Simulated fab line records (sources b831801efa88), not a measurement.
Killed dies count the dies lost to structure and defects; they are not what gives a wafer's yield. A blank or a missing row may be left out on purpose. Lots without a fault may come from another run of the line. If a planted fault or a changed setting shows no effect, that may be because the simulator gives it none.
Problem report, 8D (eight disciplines) form, completed by code ; flow gf180mcu ; the parts of the form that need people (team, actions taken, sign-off) are left out

1. THE ISSUE
Mean of wafer_temp_C_max at GF_SALICIDE_RTA_06: 404.6 across 6 wafers in 2 lots; on wafers with no fault it is 532.5 (standard deviation 0.52). That is -99 or more standard deviations from the usual mean.
The step: time 30 s.
First observed at day 16 20:08: wafer L782.1, on rtp anneal-01. At this step, 39 wafers from 13 lots have a number in the record. By rule, "out" or "out of limits" means more than 4 standard deviations away from the usual mean. All remaining wafers that have a number are taken as sound.

2. WHAT THIS IS AND IS NOT
question;is;is not
which readings at this step;wafer_temp_C_max, lamp power pct;chamber o2 ppm
which lots;L782, L783;L777, L779, L789, L790, L792, L794, L795, L796, L797, L798, L800
which wafers of those lots;all that have a number;-
read on which tools;rtp anneal-01;rtp anneal-02
when;from day 16 20:08;"up to then (6 sound wafers); but 27 sound wafers of L789, L790, L792, L794, L795, L796, L797, L798, L800 came after"

3. THE SUSPECTS, EACH WITH WHAT RULES IT OUT
Counting: a tool at a process step up to the reading stays a suspect if it ran every lot that is out and no sound lot after the first of them.
- rtp anneal-01 at GF_SALICIDE_RTA_06 (time 30 s): ruled out as a lasting fault. After its first lot that is out, L782 (day 16 20:08), sound lots L792, L794, L796, L797, L798, L800 ran on it.
Left after counting: nothing in the record.

4. THE CAUSE (what the simulator had put in)
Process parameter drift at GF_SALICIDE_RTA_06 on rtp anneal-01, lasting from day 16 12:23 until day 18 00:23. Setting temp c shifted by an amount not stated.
Counting ruled it out, wrongly.

5. THE EFFECT CHAIN, in route order
One row per reading whose mean, taken over the struck wafers that have a number, lies over 3 standard deviations from the usual. Only readings for which the record gives a usual standard deviation are gone through. hours: the time from each lot's start at the first step in this table that gives one to its start at this step, as a median over the lots. sigmas: the change in usual standard deviations.
hours;step;reading;usual;on struck wafers;change;sigmas
0;GF_SALICIDE_RTA_06;lamp power pct;5.65 %;3.08;-2.57;-12
0;GF_SALICIDE_RTA_06;wafer_temp_C_max;532.5;404.6;-127.9;-99 or more
The process steps in it:
- GF_SALICIDE_RTA_06: time 30 s.

6. HOW IT WOULD HAVE BEEN CAUGHT EARLIER
In this record no reading fell out of limits until day 16 20:08, 8 hours after the fault had begun at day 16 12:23.
